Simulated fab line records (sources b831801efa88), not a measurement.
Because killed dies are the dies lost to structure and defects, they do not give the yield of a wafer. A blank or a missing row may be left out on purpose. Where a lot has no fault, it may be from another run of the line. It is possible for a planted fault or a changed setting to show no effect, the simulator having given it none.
Struck lot and sound lot, side by side | flow sky130 | 21 steps out of a route of 708
Sound: these wafers, L788.1, L788.2, L788.3. Struck: wafers L793.1, L793.2, L793.6. The cause comes at the end.
For every step that has rows: the tool of each side, followed by ch and its chambers, followed by its first start. Under that, the readings that differ: sound wafers | struck wafers | difference of the means | sigmas: that difference in standard deviations of wafers without a fault.
alike: same words and numbers on both sides, and readings whose means sit less than 2 such deviations apart. not compared: any withheld reading, any reading some wafer has no value for, any bound like >300 that may hide the same value, and any number with overlapping values for which the record gives no deviation.
The two part at a step that has a row with sigmas, a row that says differs or no value, or rows on one side only. Numbers that have no deviation but don't overlap get no sigmas and don't part them. Lack of a reading on every wafer of one side parts them only where that side has two or more wafers.

first, 1 step without rows for these wafers: SKY_RES_XHIGH_IMPLANT_07.
SKY_RES_XHIGH_STRIP_08: strips in O2/N2.
  sound on plasmaAsher-01 ch 0,1, day 31 11:38; struck on plasmaAsher-04 ch 0,1, day 32 18:45
reading                  | sound          | struck         | difference | sigmas
drypumpMotorCurrentA (A) | 5.82 5.46 5.48 | 6.21 6.11 6.25 | +0.60      | +2
  alike: oesProductAu, stripTimeToEndpointS
  not compared: rfHoursCounterH
SKY_RES_XHIGH_TW_MEAS_09:
  sound on filmMetro-01, day 31 11:44; struck on filmMetro-01, day 32 18:51
  alike: RES_XHIGH_TW
then, 7 steps without rows for these wafers: SKY_SD_N_DEHYDRATE_00 (time 60 s); SKY_SD_N_HMDS_01 (prime time 60 s); SKY_SD_N_COAT_02 (resist thk 1140 nm); SKY_SD_N_SOFTBAKE_03 (time 60 s); SKY_SD_N_EXPOSE_04 (exposes mask NSDM, target cd 380 nm); SKY_SD_N_PEB_05; SKY_SD_N_DEVELOP_06 (develop time 60 s).
SKY_SD_N_CD_MEAS_07: the cd target is 380 nm.
  sound on cdSem-02, day 32 15:05; struck on cdSem-02, day 33 21:11
  alike: cdNm
SKY_SD_N_OVL_MEAS_08:
  sound on overlay-02, day 32 15:12; struck on overlay-01, day 33 21:19
  alike: SD_N_OVL
SKY_SD_N_IMPLANT_09:
  sound on implanter-02 ch 0, day 32 15:14; struck on implanter-01 ch 0, day 33 21:21
reading                  | sound                | struck               | difference | sigmas
beamEnergyKeV            | 50.011 49.973 49.991 | 52.309 52.298 52.314 | +2.315     | +99 or more
model.implant.rpNm (nm)  | 32.62 32.62 32.62    | 33.64 33.64 33.64    | +1.02      | 
model.implant.drpNm (nm) | 14.11 14.11 14.11    | 14.6 14.6 14.6       | +0.5       | 
following that, these wafers have no rows for 1 step: SKY_SD_N_IMPLANT_10.
SKY_SD_N_STRIP_11: strips in O2/N2.
  sound on plasmaAsher-03 ch 0,1, day 32 15:32; struck on plasmaAsher-04 ch 0,1, day 33 21:39
reading                  | sound             | struck            | difference | sigmas
stripTimeToEndpointS (s) | 22.61 22.58 22.63 | 22.97 22.93 22.95 | +0.34      | +8
  alike: drypumpMotorCurrentA, oesProductAu
  not compared: rfHoursCounterH
SKY_SD_N_TW_MEAS_12:
  sound on filmMetro-03, day 32 15:38; struck on filmMetro-02, day 33 21:45
  alike: SD_N_TW
then, 1 step without rows for these wafers: SKY_SD_N_CLEAN_13 (cleans in SC1/SC2, time 150 s).
SKY_SD_N_RTA_14: time 2 s.
  sound on rtpAnneal-02 ch 0, day 32 15:45; struck on rtpAnneal-01 ch 0, day 33 21:52
  alike: lampPowerPct, wafer_temp_C_max
SKY_SD_N_RS_MEAS_16: the measuring method here is four-point-probe.
  sound on filmMetro-01, day 32 15:55; struck on filmMetro-02, day 33 22:02
reading          | sound             | struck            | difference | sigmas
SD_N_RS (ohm/sq) | 68.43 68.46 68.48 | 66.67 66.85 66.88 | -1.66      | -17
SKY_SD_N_RS_MEAS_17: the measuring method here is four-point-probe.
  sound on filmMetro-01, day 32 16:02; struck on filmMetro-02, day 33 22:09
  alike: SD_P_RS
-- here the record skips 16 days between the struck wafers' starts before and after, leaving off in module SD_N and picking up in module PAD_OPEN (first step shown: number 708 of the route) --
SKY_PAD_OPEN_PROBE_99:
  sound on prober-01, day 49 02:45; struck on prober-02, day 50 00:52
reading                        | sound             | struck            | difference | sigmas
model.etest.resNdiff.rsOhmSq   | 118.9 120 118.1   | 116.7 117.1 117.9 | -1.8       | 
model.etest.resNdiffHv.rsOhmSq | 112.8 113.8 112.7 | 111.5 111.7 111.5 | -1.5       | 
  alike: killed_at_M0_to_M3, killed_at_M4_up, killedAtContacts, killedAtFrontEnd, killedAtOther, killedDies, killedOpen, killedShort

WHERE THEY PART
Earliest at SKY_RES_XHIGH_STRIP_08; latest, in this record, at SKY_SD_N_RS_MEAS_16. Later steps at which nothing parts them and some readings are alike: SKY_SD_N_RS_MEAS_17, SKY_PAD_OPEN_PROBE_99.

WHY: what had been put in by the simulator
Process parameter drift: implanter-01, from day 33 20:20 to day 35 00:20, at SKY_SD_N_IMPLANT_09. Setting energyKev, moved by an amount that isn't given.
